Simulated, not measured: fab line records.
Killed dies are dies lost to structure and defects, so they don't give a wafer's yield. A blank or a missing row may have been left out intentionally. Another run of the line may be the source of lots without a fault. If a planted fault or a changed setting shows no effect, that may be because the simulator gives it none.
fab line records ; flow sky130
record lots=14; wafers=42; lastDay=50
route steps=708 shown GATE_OXIDE@196 PAD_OPEN@708
lots untouched by any fault: they come from a run of this same line in which no faults occurred
startH: start of the lot's first displayed wafer, in hours after the record's first day ; waitH: hours elapsed since this lot's preceding step ; " unchanged from the row above ; L1.1+2: several wafers, shown together as one row ; - no value, or no start was given ; * or withheld: withheld ; < > ~ a bound
route shown NAME@n: NAME is a module with steps in the file, n the number in the route of the first one ; usual: average and standard deviation across the fault-free wafers ; same: alike in all rows ; chamber/n: place in a boat ; sites: each site's reading ; _std_site: the standard deviation of these ; _edge_site: outer sites' mean less inner sites' ; radiusMm: for every site, how far away it sits from the centre of the wafer ; mask NAME#n: copy n ; behind: tool/chamber where the wafer was last shaped ; hold: what put the lot on hold/how long, in hours/how the hold closed ; device: whichever transistor did not switch (one of n, p or np) ; end of line: at the end of the route, the tests of the same wafers ; a step with no rows: only its recipe ; killed: the dies lost at the first sort to structure and to defects; this is not the yield of the wafer ; map: the dies of a wafer, with x for killed, . for not killed, _ for no die there
set.NAME: the run value of the setting; set.NAME@STEP: its run value at that earlier step ; model.NAME: the simulator's own value behind a step, which no gauge read
a sample of lots followed through the steps of the route, with each step as a table and each wafer as a row
services: from which hour (startH, from the record's first day; less than 0 if before it) a tool's chamber was out of use, for how many hours, and why
## steps
# step SKY_GATE_OXIDE_DEVELOP_09
# recipe resist=NOVOLAK; developer=TMAH; developTimeS=60; devTempC=23
# usual developerTempC=23.02/0.1; exhaustPa=45.0/0.9; resistLineTempC=22.99/0.1
lot.wafer;tool;chamber;startH;waitH;developerTempC;exhaustPa;resistLineTempC
L598.3;lithoTrack-04;0;302.29;0.1;22.96;45.3;23.01
L598.4;lithoTrack-04;0;302.29;0.1;22.86;44.2;22.97
L598.5;lithoTrack-04;0;302.29;0.1;23.01;45.3;23.05
L599.1;lithoTrack-02;0;315.07;0.1;23.05;44.5;23.05
L599.4;lithoTrack-02;0;315.07;0.1;22.90;44.0;22.94
L599.6;lithoTrack-02;0;315.07;0.1;23.03;44.7;23.20
L600.1;lithoTrack-02;0;325.17;0.1;23.02;46.0;22.89
L600.4;lithoTrack-02;0;325.17;0.1;23.10;45.7;22.88
L600.5;lithoTrack-02;0;325.17;0.1;23.18;45.6;23.01
L601.1;lithoTrack-02;0;331.97;0.1;22.96;43.6;23.12
L601.3;lithoTrack-02;0;331.97;0.1;22.82;45.2;23.02
L601.6;lithoTrack-02;0;331.97;0.1;22.98;45.6;23.06
L604.2;lithoTrack-04;0;364.81;0.1;23.09;43.8;22.92
L604.4;lithoTrack-04;0;364.81;0.1;23.14;45.5;23.03
L604.6;lithoTrack-04;0;364.81;0.1;23.09;46.1;22.99
L606.2;lithoTrack-04;0;379.61;0.1;22.97;44.7;23.30
L606.4;lithoTrack-04;0;379.61;0.1;22.82;45.2;23.08
L606.5;lithoTrack-04;0;379.61;0.1;23.08;44.1;23.18
L609.2;lithoTrack-01;0;400.85;0.1;22.93;44.6;22.92
L609.3;lithoTrack-01;0;400.85;0.1;23.08;45.3;23.06
L609.6;lithoTrack-01;0;400.85;0.1;23.12;45.4;23.14
L612.2;lithoTrack-04;0;431.41;0.1;21.90;45.0;22.82
L612.4;lithoTrack-04;0;431.41;0.1;22.02;44.8;23.15
L612.6;lithoTrack-04;0;431.41;0.1;22.03;44.8;22.95
L613.2;lithoTrack-02;0;435.20;0.1;23.11;45.7;22.89
L613.4;lithoTrack-02;0;435.20;0.1;23.11;45.6;22.87
L613.5;lithoTrack-02;0;435.20;0.1;22.98;46.7;22.91
L617.1;lithoTrack-04;0;472.44;0.1;22.14;44.9;23.01
L617.4;lithoTrack-04;0;472.44;0.1;22.15;45.1;22.81
L617.5;lithoTrack-04;0;472.44;0.1;22.14;46.0;23.07
L618.1;lithoTrack-01;0;484.03;0.1;22.88;43.9;23.09
L618.2;lithoTrack-01;0;484.03;0.1;22.88;45.5;22.86
L618.3;lithoTrack-01;0;484.03;0.1;22.99;45.7;22.92
L619.4;lithoTrack-01;0;492.60;0.1;22.97;46.0;22.78
L619.5;lithoTrack-01;0;492.60;0.1;23.08;45.8;23.01
L619.6;lithoTrack-01;0;492.60;0.1;23.01;47.0;23.05
L620.3;lithoTrack-02;0;496.37;0.1;23.11;43.2;23.03
L620.4;lithoTrack-02;0;496.37;0.1;23.00;44.1;22.87
L620.5;lithoTrack-02;0;496.37;0.1;23.02;44.3;22.92
L621.1;lithoTrack-02;0;506.12;0.1;23.07;46.0;22.96
L621.2;lithoTrack-02;0;506.12;0.1;23.01;46.1;23.09
L621.6;lithoTrack-02;0;506.12;0.1;22.92;45.3;22.78
# step SKY_PAD_OPEN_PROBE_99
# usual killed_at_M0_to_M3=43/6.7; killed_at_M4_up=3.2/1.8; killedAtContacts=24/4.8; killedAtFrontEnd=16/4.2; killedAtOther=0.3/0.56; killedDies=86/8.5; killedOpen=47/6.7; killedShort=39/6
# same grossDies=492; killedAtBackSide=0
lot.wafer;tool;chamber;startH;waitH;killed_at_M0_to_M3;killed_at_M4_up;killedAtContacts;killedAtFrontEnd;killedAtOther;killedDies;killedOpen;killedShort
L609.2;prober-02;-;1138.50;0.1;45;6;24;11;1;87;49;37
L609.3;prober-02;-;1138.55;0.2;40;3;28;15;1;87;48;39
L609.6;prober-02;-;1138.70;0.2;49;3;24;17;0;93;41;52
L617.1;prober-02;-;1178.76;0.1;45;6;28;15;0;94;53;41
L617.4;prober-02;-;1178.91;0.2;47;2;30;23;0;102;50;52
L617.5;prober-02;-;1178.96;0.2;46;1;26;24;0;97;45;52
# killed by level:class
L609.2 VIA1:geometricParticle:open=12 CONTACT:geometricParticle:open=11 VIA2:geometricParticle:open=7 LI_CONTACT:geometricParticle:open=5 LI_CONTACT:geometricParticle:short=5 METAL1:geometricParticle:short=5 VIA3:geometricParticle:open=5 POLY_GATE:geometricParticle:open=4
L609.3 LI_CONTACT:geometricParticle:open=10 CONTACT:geometricParticle:short=8 VIA2:geometricParticle:short=6 VIA2:geometricParticle:open=6 VIA3:geometricParticle:open=6 METAL1:geometricParticle:short=5 CONTACT:geometricParticle:open=5 FIELD_ISO:geometricParticle:open=4
L609.6 VIA1:geometricParticle:open=9 VIA3:geometricParticle:open=8 VIA1:geometricParticle:short=6 LOCAL_INTERCONNECT:geometricParticle:short=6 METAL1:geometricParticle:short=6 CONTACT:geometricParticle:short=5 VIA2:geometricParticle:short=5 POLY_GATE:geometricParticle:open=4
L617.1 VIA1:geometricParticle:open=12 CONTACT:geometricParticle:open=11 VIA3:geometricParticle:open=7 CONTACT:geometricParticle:short=6 METAL1:geometricParticle:short=6 LI_CONTACT:geometricParticle:open=5 VIA2:geometricParticle:open=5 FIELD_ISO:geometricParticle:short=4
L617.4 FIELD_ISO:geometricParticle:open=9 LI_CONTACT:geometricParticle:open=9 CONTACT:geometricParticle:short=8 CONTACT:geometricParticle:open=8 VIA2:geometricParticle:short=8 METAL1:geometricParticle:short=7 VIA3:geometricParticle:open=6 POLY_GATE:geometricParticle:short=6
L617.5 VIA1:geometricParticle:open=10 CONTACT:geometricParticle:short=7 VIA2:geometricParticle:open=7 POLY_GATE:geometricParticle:short=7 METAL1:geometricParticle:short=7 FIELD_ISO:geometricParticle:open=6 CONTACT:geometricParticle:open=6 LI_CONTACT:geometricParticle:open=5
## services
tool;chamber;startH;hours;kind
lithoTrack-02;-;332.79;-;consumableReplace:filter
lithoTrack-01;-;443.62;-;consumableReplace:filter
## key
firstSign step=SKY_GATE_OXIDE_DEVELOP_09; reading=developerTempC; direction=down; sigmas=9.5; usual=*; struck=*
effect none on later readings
metAt SKY_GATE_OXIDE_DEVELOP_09
struckLots L612,L617
testerLeftOut L612,L617
onsetBetween 379.61 431.41
fault kind=processParameterDrift; tool=lithoTrack-04; chamber=-; onsetH=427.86; steps=SKY_GATE_OXIDE_DEVELOP_09; channel=devTempC; offset=*; shape=step; endH=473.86; actsIn=*; stated=*
# testerLeftOut: of these lots the tester's yield and bins aren't shown, on N5 and GAA mostly nor the transistor test; their killed dies are dies lost to structure and defects alone, not to doping, threshold or leakage, so they don't give the yield
